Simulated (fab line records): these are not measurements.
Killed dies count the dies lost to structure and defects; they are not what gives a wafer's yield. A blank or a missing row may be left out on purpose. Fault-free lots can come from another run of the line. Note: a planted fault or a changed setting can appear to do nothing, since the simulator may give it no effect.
fab line records	flow sky130
record lots=11	wafers=32	last_day=49
route steps=708 shown SONOS_ONO@185 GATE_OXIDE@189 LDD_P@263 VIA1@467 PAD_OPEN@708
lots untouched by any fault: they come from a run of this same line in which no faults occurred
start_h: hours from the record's first day to the start of the lot's first wafer shown	wait_h: hours from the lot's prior step to this one	" unchanged from the row above	L1.1+2: several wafers, shown together as one row	- either no value or no given start	* or withheld: withheld	< > ~ a bound
route shown NAME@n: a module of which the file shows steps, and the number in the route of the first	usual: average and standard deviation across the fault-free wafers	same: alike in all rows	chamber/n: place in a boat	sites: each site's reading	_std_site: standard deviation across them	_edge_site: inner sites' mean taken away from outer sites' mean	radius_mm: how far each site lies from the wafer's centre	mask NAME#n: copy n	behind: the last tool/chamber to shape the wafer	hold: the reason the lot was held/the length of the hold in hours/how it ended	device: which transistor (n, p or np) failed to switch	end of line: the same wafers' tests at the end of the route	for a step that has no rows: nothing shown but its recipe	killed: the dies lost at the first sort to structure and to defects; this is not the yield of the wafer	map: dies across one wafer; x = killed, . = not, _ = none there
set.NAME: the setting as run; set.NAME@STEP: as run at that earlier step	model.NAME: the simulator's own value behind a step, which no gauge read
a sample of lots followed through the steps of the route, with each step as a table and each wafer as a row
services: from which hour (start_h, from the record's first day; less than 0 if before it) a tool's chamber was out of use, for how many hours, and why
## steps
# step SKY_SONOS_ONO_STRIP_17
# recipe chemistry=O2/N2	power_w=1400	pressure_mtorr=1500	platen_temp_c=withheld	o2_flow_sccm=3000	n2_flow_sccm=300	overash_fraction=0.5
# usual drypump_motor_current_A=5.5/0.53	oes_product_au=0.710/0.0043	strip_time_to_endpoint_s=14.10/0.042
lot.wafer	tool	chamber	start_h	wait_h	drypump_motor_current_A	oes_product_au	rf_hours_counter_h	strip_time_to_endpoint_s
L897.4	plasma_asher-04	1	279.17	0.0	5.3	0.712	-	14.06
L897.5	"	1	"	"	5.3	0.715	-	14.13
L897.6	"	0	"	"	5.0	0.711	-	14.11
L898.1	plasma_asher-04	0	285.88	0.0	5.0	0.697	45	14.14
L898.4	"	1	"	"	5.3	0.714	-	14.14
L898.5	"	1	"	"	5.3	0.707	-	14.13
L899.1	plasma_asher-04	1	291.57	0.0	5.2	0.708	46	14.12
L899.5	"	1	"	"	5.3	0.713	-	14.15
L899.6	"	0	"	"	5.0	0.703	-	14.17
L900.1	plasma_asher-03	1	303.36	0.0	5.9	0.702	17	14.08
L900.3	"	1	"	"	5.9	0.715	-	14.10
L900.5	"	1	"	"	5.9	0.713	-	14.12
L901.2	plasma_asher-02	0	311.19	0.0	5.6	0.702	65	14.12
L901.4	"	1	"	"	5.4	0.705	-	14.16
L901.5	"	0	"	"	5.6	0.714	-	14.07
L902.2	plasma_asher-02	1	328.64	0.0	5.4	0.708	66	14.00
L902.4	"	1	"	"	5.4	0.715	-	13.99
L902.5	"	0	"	"	5.6	0.711	-	14.03
L904.2	plasma_asher-03	1	334.37	0.0	5.9	0.712	20	14.04
L904.3	"	0	"	"	6.7	0.710	-	14.07
L904.4	"	1	"	"	5.9	0.710	-	14.08
L905.3	plasma_asher-04	1	341.12	0.0	5.3	0.703	-	14.09
L905.4	"	0	"	"	5.0	0.704	-	14.12
L905.6	"	0	"	"	5.0	0.709	-	14.12
L909.2	plasma_asher-02	1	376.13	0.0	5.4	0.711	71	14.10
L909.3	"	0	"	"	5.6	0.709	-	14.15
L909.4	"	1	"	"	5.4	0.708	-	14.12
L910.1	plasma_asher-04	0	382.31	0.0	5.0	0.712	55	14.09
L910.3	"	0	"	"	5.0	0.716	-	14.07
L910.6	"	1	"	"	5.2	0.705	-	14.06
L915.1	plasma_asher-04	0	425.14	0.0	5.0	0.709	59	14.12
L915.5	"	0	"	"	5.0	0.706	-	14.14
# step SKY_GATE_OXIDE_THK_MEAS_02
# recipe reads=SiO2_of_GATE_OXIDE_OXIDATION_01
# usual GATE_OXIDE_OXIDATION_00_THK=10.36/0.21
lot.wafer	tool	chamber	start_h	wait_h	GATE_OXIDE_OXIDATION_00_THK[nm]
L897.4	film_metro-02	-	284.22	0.0	10.52
L897.5	"	-	"	"	10.39
L897.6	"	-	"	"	10.58
L898.1	film_metro-02	-	293.83	0.0	10.48
L898.4	"	-	"	"	10.67
L898.5	"	-	"	"	10.45
L899.1	film_metro-03	-	293.83	0.0	10.65
L899.5	"	-	"	"	10.79
L899.6	"	-	"	"	10.61
L900.1	film_metro-03	-	304.97	0.0	10.18
L900.3	"	-	"	"	10.10
L900.5	"	-	"	"	10.01
L901.2	film_metro-02	-	313.19	0.0	10.48
L901.4	"	-	"	"	10.45
L901.5	"	-	"	"	10.20
L902.2	film_metro-02	-	330.27	0.0	10.16
L902.4	"	-	"	"	10.12
L902.5	"	-	"	"	10.39
L904.2	film_metro-02	-	337.04	0.0	10.02
L904.3	"	-	"	"	10.10
L904.4	"	-	"	"	9.85
L905.3	film_metro-01	-	344.64	0.0	10.65
L905.4	"	-	"	"	10.47
L905.6	"	-	"	"	10.45
L909.2	film_metro-03	-	380.04	0.1	10.14
L909.3	"	-	"	"	10.12
L909.4	"	-	"	"	10.20
L910.1	film_metro-01	-	385.65	0.0	10.71
L910.3	"	-	"	"	10.73
L910.6	"	-	"	"	10.41
L915.1	film_metro-03	-	429.33	0.0	10.38
L915.5	"	-	"	"	10.35
# step SKY_LDD_P_OVL_MEAS_08
# usual LDD_P_OVL=1.1/1.3
lot.wafer	tool	chamber	start_h	wait_h	LDD_P_OVL[nm]
L897.4	overlay-02	-	431.08	0.1	2.1
L897.5	"	-	"	"	1.6
L897.6	"	-	"	"	1.6
L898.1	overlay-01	-	443.24	0.1	0.6
L898.4	"	-	"	"	-0.2
L898.5	"	-	"	"	0.5
L899.1	overlay-01	-	443.67	0.1	0.0
L899.5	"	-	"	"	1.0
L899.6	"	-	"	"	-0.2
L900.1	overlay-02	-	460.45	0.1	1.3
L900.3	"	-	"	"	0.5
L900.5	"	-	"	"	1.6
L901.2	overlay-01	-	466.36	0.1	1.1
L901.4	"	-	"	"	-0.2
L901.5	"	-	"	"	0.1
L902.2	overlay-02	-	487.94	0.1	2.0
L902.4	"	-	"	"	0.0
L902.5	"	-	"	"	1.3
L904.2	overlay-02	-	495.99	0.1	2.1
L904.3	"	-	"	"	0.7
L904.4	"	-	"	"	1.6
L905.3	overlay-01	-	503.45	0.1	0.6
L905.4	"	-	"	"	0.9
L905.6	"	-	"	"	1.8
L909.2	overlay-01	-	538.97	0.1	-1.1
L909.3	"	-	"	"	-1.7
L909.4	"	-	"	"	0.5
L910.1	overlay-01	-	551.25	0.1	-0.9
L910.3	"	-	"	"	0.8
L910.6	"	-	"	"	0.2
L915.1	overlay-02	-	590.03	0.1	0.2
L915.5	"	-	"	"	-0.2
# step SKY_VIA1_EXPOSE_09
# recipe mask_id=VIM	na=0.8	source_shape=annular	sigma_inner=0.55	sigma_outer=0.85	target_cd_nm=150	dose_mj=38
# usual exposure_dose_mJ_cm2=37.97/0.038
# same sigma_outer=0.85
lot.wafer	tool	chamber	start_h	wait_h	mask	exposure_dose_mJ_cm2
L897.4	krf_scanner-02	0	776.53	-	VIM#0	37.91
L897.5	"	0	"	"	VIM#0	37.96
L897.6	"	0	"	"	VIM#0	37.93
L899.1	krf_scanner-01	0	790.07	-	VIM#0	38.01
L899.5	"	0	"	"	VIM#0	38.03
L899.6	"	0	"	"	VIM#0	37.97
L898.1	krf_scanner-01	0	791.65	-	VIM#0	37.91
L898.4	"	0	"	"	VIM#0	37.94
L898.5	"	0	"	"	VIM#0	37.92
L900.1	krf_scanner-01	0	802.80	-	VIM#0	38.00
L900.3	"	0	"	"	VIM#0	37.98
L900.5	"	0	"	"	VIM#0	37.96
L901.2	krf_scanner-02	0	805.94	-	VIM#0	37.98
L901.4	"	0	"	"	VIM#0	37.93
L901.5	"	0	"	"	VIM#0	37.99
L902.2	krf_scanner-01	0	825.14	-	VIM#0	37.95
L902.4	"	0	"	"	VIM#0	37.97
L902.5	"	0	"	"	VIM#0	37.97
L904.2	krf_scanner-01	0	834.92	-	VIM#0	38.01
L904.3	"	0	"	"	VIM#0	38.01
L904.4	"	0	"	"	VIM#0	37.98
L905.3	krf_scanner-01	0	846.79	-	VIM#0	38.00
L905.4	"	0	"	"	VIM#0	37.98
L905.6	"	0	"	"	VIM#0	38.03
L909.2	krf_scanner-02	0	868.77	-	VIM#0	37.95
L909.3	"	0	"	"	VIM#0	37.96
L909.4	"	0	"	"	VIM#0	37.91
L910.1	krf_scanner-01	0	879.94	-	VIM#0	37.93
L910.3	"	0	"	"	VIM#0	38.00
L910.6	"	0	"	"	VIM#0	38.00
L915.1	krf_scanner-02	0	914.32	-	VIM#0	37.95
L915.5	"	0	"	"	VIM#0	38.04
# step SKY_VIA1_CD_MEAS_12
# recipe target_cd_nm=150
# usual cd_nm=150.5/1.8
lot.wafer	tool	chamber	start_h	wait_h	cd_nm
L897.4	cd_sem-01	-	789.24	-	152.8
L897.5	"	-	"	"	151.8
L897.6	"	-	"	"	153.7
L899.1	cd_sem-02	-	803.15	-	148.6
L899.5	"	-	"	"	149.2
L899.6	"	-	"	"	147.4
L898.1	cd_sem-01	-	805.00	-	148.8
L898.4	"	-	"	"	148.4
L898.5	"	-	"	"	147.7
L900.1	cd_sem-02	-	815.82	-	150.4
L900.3	"	-	"	"	148.3
L900.5	"	-	"	"	149.5
L901.2	cd_sem-02	-	819.15	-	150.3
L901.4	"	-	"	"	151.9
L901.5	"	-	"	"	152.1
L902.2	cd_sem-02	-	838.52	-	150.9
L902.4	"	-	"	"	151.9
L902.5	"	-	"	"	151.1
L904.2	cd_sem-01	-	848.27	-	147.5
L904.3	"	-	"	"	147.5
L904.4	"	-	"	"	151.0
L905.3	cd_sem-01	-	859.49	-	150.1
L905.4	"	-	"	"	149.7
L905.6	"	-	"	"	149.2
L909.2	cd_sem-02	-	881.05	-	150.7
L909.3	"	-	"	"	149.9
L909.4	"	-	"	"	149.7
L910.1	cd_sem-01	-	892.58	-	151.1
L910.3	"	-	"	"	151.4
L910.6	"	-	"	"	151.8
L915.1	cd_sem-02	-	926.45	-	149.6
L915.5	"	-	"	"	78.6
# step SKY_PAD_OPEN_PROBE_99
# usual defect_limited_yield=82.8/2	killed_at_M0_to_M3=42/7.3	killed_at_M4_up=3.2/1.8	killed_at_contacts=25/5.2	killed_at_front_end=15/4.6	killed_at_other=0.3/0.62	killed_dies=85/9.9	killed_on_rim=17/3.9	killed_open=46/7.1	killed_short=38/5.7	sort_bin_3_pad_short=0.9/0.42	sort_bin_5_function=10.0/1.5	sort_bin_6_memory=6.3/1.2	sort_n_pass=407/9.9	sort_yield_pct=82.8/2
# same gross_dies=492	killed_at_back_side=0	sort_bin_4_leakage[%]=0	sort_bin_8_speed[%]=0
lot.wafer	tool	chamber	start_h	wait_h	defect_limited_yield[%]	killed_at_M0_to_M3	killed_at_M4_up	killed_at_contacts	killed_at_front_end	killed_at_other	killed_dies	killed_on_rim	killed_open	killed_short	sort_bin_3_pad_short[%]	sort_bin_5_function[%]	sort_bin_6_memory[%]	sort_n_pass	sort_yield_pct[%]
L898.1	prober-02	-	1086.12	0.1	78.5	53	3	23	27	0	106	20	62	44	0.8	12.4	8.3	386	78.5
L898.4	prober-02	-	1086.27	0.2	83.7	38	6	25	11	0	80	22	46	34	0.4	9.1	6.7	412	83.7
L898.5	prober-02	-	1086.32	0.2	82.1	44	2	26	16	0	88	22	55	33	0.6	10.6	6.7	404	82.1
L900.1	prober-01	-	1095.04	0.1	78.7	49	2	36	18	0	105	15	58	47	1.0	14.0	6.3	387	78.7
L900.3	prober-01	-	1095.14	0.2	78.5	46	4	38	18	0	106	25	61	44	1.2	13.4	6.9	386	78.5
L900.5	prober-01	-	1095.24	0.2	83.7	30	2	24	24	0	80	16	44	33	0.8	8.1	7.3	412	83.7
L901.2	prober-02	-	1096.09	0.1	82.1	54	0	19	15	0	88	15	44	44	1.4	11.4	5.1	404	82.1
L901.4	prober-02	-	1096.19	0.2	81.3	49	3	25	13	2	92	22	49	41	1.2	11.8	5.7	400	81.3
L901.5	prober-02	-	1096.24	0.2	82.7	48	4	24	7	2	85	21	36	47	1.6	10.2	5.5	407	82.7
L905.3	prober-02	-	1129.18	0.2	83.5	38	4	23	15	1	81	14	41	40	0.8	10.2	5.5	411	83.5
L905.4	prober-02	-	1129.23	0.2	86.0	42	6	12	9	0	69	12	33	33	0.6	7.7	5.7	423	86.0
L905.6	prober-02	-	1129.33	0.2	80.7	56	4	20	15	0	95	14	53	42	0.6	12.0	6.7	397	80.7
L909.2	prober-02	-	1143.04	0.1	82.9	40	4	28	12	0	84	14	47	37	0.4	9.1	7.5	408	82.9
L909.3	prober-02	-	1143.09	0.2	85.0	32	4	26	12	0	74	16	34	40	1.0	8.9	5.1	418	85.0
L909.4	prober-02	-	1143.14	0.2	85.2	28	7	23	13	2	73	13	38	35	1.2	9.1	4.5	419	85.2
L910.1	prober-01	-	1151.71	0.1	86.8	37	4	13	11	0	65	11	34	31	1.4	8.3	3.5	427	86.8
L910.3	prober-01	-	1151.81	0.2	84.3	41	3	21	12	0	77	14	43	34	0.4	9.8	5.5	415	84.3
L910.6	prober-01	-	1151.96	0.2	86.8	33	0	18	14	0	65	16	36	29	0.6	6.5	6.1	427	86.8
L915.1	prober-02	-	1177.07	0.1	83.9	33	0	28	18	0	79	15	46	33	1.0	10.2	4.9	413	83.9
L915.5	prober-02	-	1177.27	0.2	0	453	2	18	19	0	492	96	39	39	1.0	94.1	4.9	0	0
# killed by level:class
L898.1 VIA1:geometric_particle:open=14 POLY_GATE:geometric_particle:open=9 CONTACT:geometric_particle:open=9 VIA2:geometric_particle:open=9 VIA3:geometric_particle:open=8 VIA1:geometric_particle:short=7 FIELD_ISO:geometric_particle:open=6 CONTACT:geometric_particle:short=6
L898.4 CONTACT:geometric_particle:open=12 LI_CONTACT:geometric_particle:open=9 VIA2:geometric_particle:short=7 VIA1:geometric_particle:open=7 METAL1:geometric_particle:short=5 METAL4:geometric_particle:short=4 FIELD_ISO:geometric_particle:open=3 POLY_GATE:geometric_particle:short=3
L898.5 CONTACT:geometric_particle:open=11 VIA2:geometric_particle:open=11 VIA1:geometric_particle:open=10 POLY_GATE:geometric_particle:open=5 LI_CONTACT:geometric_particle:open=5 CONTACT:geometric_particle:short=4 VIA3:geometric_particle:open=4 VIA1:geometric_particle:short=4
L900.1 CONTACT:geometric_particle:open=11 VIA2:geometric_particle:open=9 LI_CONTACT:geometric_particle:open=8 CONTACT:geometric_particle:short=8 VIA3:geometric_particle:open=8 METAL2:geometric_particle:short=8 VIA1:geometric_particle:open=7 VIA2:geometric_particle:short=7
L900.3 LI_CONTACT:geometric_particle:open=15 VIA1:geometric_particle:open=13 CONTACT:geometric_particle:open=10 VIA2:geometric_particle:open=8 FIELD_ISO:geometric_particle:short=6 METAL1:geometric_particle:short=5 LI_CONTACT:geometric_particle:short=4 LOCAL_INTERCONNECT:geometric_particle:short=4
L900.5 CONTACT:geometric_particle:open=11 VIA1:geometric_particle:open=7 POLY_GATE:geometric_particle:short=6 LI_CONTACT:geometric_particle:open=6 VIA3:geometric_particle:open=5 CONTACT:geometric_particle:short=5 VIA2:geometric_particle:open=5 FIELD_ISO:geometric_particle:short=4
L901.2 CONTACT:geometric_particle:open=12 VIA1:geometric_particle:open=11 METAL1:geometric_particle:short=8 VIA1:geometric_particle:short=8 FIELD_ISO:geometric_particle:short=6 VIA3:geometric_particle:open=6 VIA3:geometric_particle:short=4 VIA2:geometric_particle:short=4
L901.4 VIA1:geometric_particle:open=12 VIA2:geometric_particle:open=11 LI_CONTACT:geometric_particle:open=7 CONTACT:geometric_particle:open=7 METAL2:geometric_particle:short=6 LOCAL_INTERCONNECT:geometric_particle:short=5 VIA1:geometric_particle:short=5 FIELD_ISO:geometric_particle:open=4
L901.5 METAL2:geometric_particle:short=8 LI_CONTACT:geometric_particle:open=7 METAL1:geometric_particle:short=7 VIA1:geometric_particle:short=6 VIA1:geometric_particle:open=6 LOCAL_INTERCONNECT:geometric_particle:short=5 CONTACT:geometric_particle:open=5 VIA3:geometric_particle:open=5
L905.3 VIA1:geometric_particle:open=10 CONTACT:geometric_particle:short=6 CONTACT:geometric_particle:open=6 METAL2:geometric_particle:short=6 LI_CONTACT:geometric_particle:open=5 LOCAL_INTERCONNECT:geometric_particle:short=4 POLY_GATE:geometric_particle:short=4 POLY_GATE:geometric_particle:open=4
L905.4 VIA1:geometric_particle:open=8 METAL1:geometric_particle:short=6 VIA3:geometric_particle:open=6 METAL2:geometric_particle:short=5 VIA2:geometric_particle:open=5 FIELD_ISO:geometric_particle:short=4 CONTACT:geometric_particle:open=4 LI_CONTACT:geometric_particle:open=3
L905.6 VIA1:geometric_particle:open=16 CONTACT:geometric_particle:open=10 METAL2:geometric_particle:short=7 VIA3:geometric_particle:open=7 VIA1:geometric_particle:short=6 METAL1:geometric_particle:short=5 FIELD_ISO:geometric_particle:short=4 VIA2:geometric_particle:open=4
L909.2 LI_CONTACT:geometric_particle:open=10 CONTACT:geometric_particle:open=10 METAL1:geometric_particle:short=7 VIA2:geometric_particle:open=7 VIA3:geometric_particle:open=6 FIELD_ISO:geometric_particle:open=5 VIA2:geometric_particle:short=5 METAL2:geometric_particle:short=4
L909.3 VIA3:geometric_particle:open=8 LI_CONTACT:geometric_particle:open=8 METAL2:geometric_particle:short=6 CONTACT:geometric_particle:short=5 CONTACT:geometric_particle:open=5 VIA2:geometric_particle:short=5 FIELD_ISO:geometric_particle:short=4 LI_CONTACT:geometric_particle:short=4
L909.4 CONTACT:geometric_particle:open=10 LI_CONTACT:geometric_particle:open=8 VIA3:geometric_particle:open=7 VIA1:geometric_particle:open=6 METAL2:geometric_particle:short=6 METAL4:geometric_particle:short=6 POLY_GATE:geometric_particle:short=5 FIELD_ISO:geometric_particle:short=4
L910.1 VIA1:geometric_particle:open=8 VIA3:geometric_particle:open=6 VIA2:geometric_particle:open=6 FIELD_ISO:geometric_particle:open=5 CONTACT:geometric_particle:short=5 METAL2:geometric_particle:short=5 CONTACT:geometric_particle:open=3 VIA2:geometric_particle:short=3
L910.3 METAL1:geometric_particle:short=10 LI_CONTACT:geometric_particle:open=8 VIA1:geometric_particle:open=8 CONTACT:geometric_particle:open=7 VIA2:geometric_particle:open=5 VIA3:geometric_particle:open=5 FIELD_ISO:geometric_particle:open=4 FIELD_ISO:geometric_particle:short=4
L910.6 CONTACT:geometric_particle:open=6 VIA1:geometric_particle:open=6 VIA3:geometric_particle:open=4 LI_CONTACT:geometric_particle:open=4 LI_CONTACT:geometric_particle:short=4 METAL1:geometric_particle:short=4 METAL2:geometric_particle:short=4 VIA2:geometric_particle:open=4
L915.1 CONTACT:geometric_particle:open=11 VIA1:geometric_particle:open=10 LI_CONTACT:geometric_particle:short=6 POLY_GATE:geometric_particle:short=5 LI_CONTACT:geometric_particle:open=5 VIA3:geometric_particle:open=5 POLY_GATE:geometric_particle:open=4 METAL2:geometric_particle:short=4
L915.5 VIA1:area_expose=414 VIA1:geometric_particle:open=8 METAL1:geometric_particle:short=7 METAL2:geometric_particle:short=7 VIA2:geometric_particle:open=7 CONTACT:geometric_particle:open=6 FIELD_ISO:geometric_particle:short=5 POLY_GATE:geometric_particle:open=5
## services
tool	chamber	start_h	hours	kind
krf_scanner-01	-	278.64	1.3	pm
krf_scanner-01	-	326.99	3.6	pm
krf_scanner-01	-	356.27	4.0	pm
plasma_asher-04	-	358.59	1.9	repair
krf_scanner-01	-	389.60	0.8	pm
krf_scanner-01	-	406.72	1.0	pm
krf_scanner-01	-	419.80	0.5	repair
plasma_asher-04	-	429.90	0.6	repair
krf_scanner-01	-	444.46	11.6	pm
krf_scanner-01	-	456.01	1.3	pm
krf_scanner-01	-	487.02	1.0	repair
krf_scanner-01	-	558.13	0.5	repair
krf_scanner-01	-	558.59	0.8	pm
krf_scanner-01	-	571.95	0.3	repair
krf_scanner-01	-	575.66	1.0	pm
plasma_asher-04	-	584.14	2.7	repair
krf_scanner-01	-	596.23	0.5	repair
krf_scanner-01	-	630.44	1.3	pm
krf_scanner-01	-	727.20	0.8	pm
krf_scanner-01	-	744.66	1.0	pm
krf_scanner-01	-	804.42	19.0	repair
krf_scanner-01	-	823.44	1.3	pm
krf_scanner-01	-	896.00	0.8	pm
krf_scanner-01	-	913.66	1.0	pm
## key
first_sign step=SKY_VIA1_CD_MEAS_12	reading=cd_nm	direction=down	sigmas=40	usual=150.5	struck=78.6
effect step=SKY_PAD_OPEN_PROBE_99	reading=sort_bin_5_function	direction=up	sigmas=56	usual=10.0	struck=94.1
more_kills_born_at SKY_VIA1_EXPOSE_09@krf_scanner-02=414
met_at SKY_VIA1_EXPOSE_09
struck_lots L915
struck_wafers L915.5
later_rows_left_out L915.5
not_acting_at SKY_SONOS_ONO_STRIP_17,SKY_GATE_OXIDE_THK_MEAS_02,SKY_LDD_P_OVL_MEAS_08
onset_between 868.77 914.32
fault kind=process_parameter_drift	tool=krf_scanner-02	chamber=-	onset_h=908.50	steps=SKY_VIA1_EXPOSE_09	channel=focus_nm	offset=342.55	shape=step	end_h=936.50	scope=struck_wafers_only
# later_rows_left_out: the simulator's readings of these wafers behind a module that went badly wrong aren't trusted and aren't shown, but for the sort
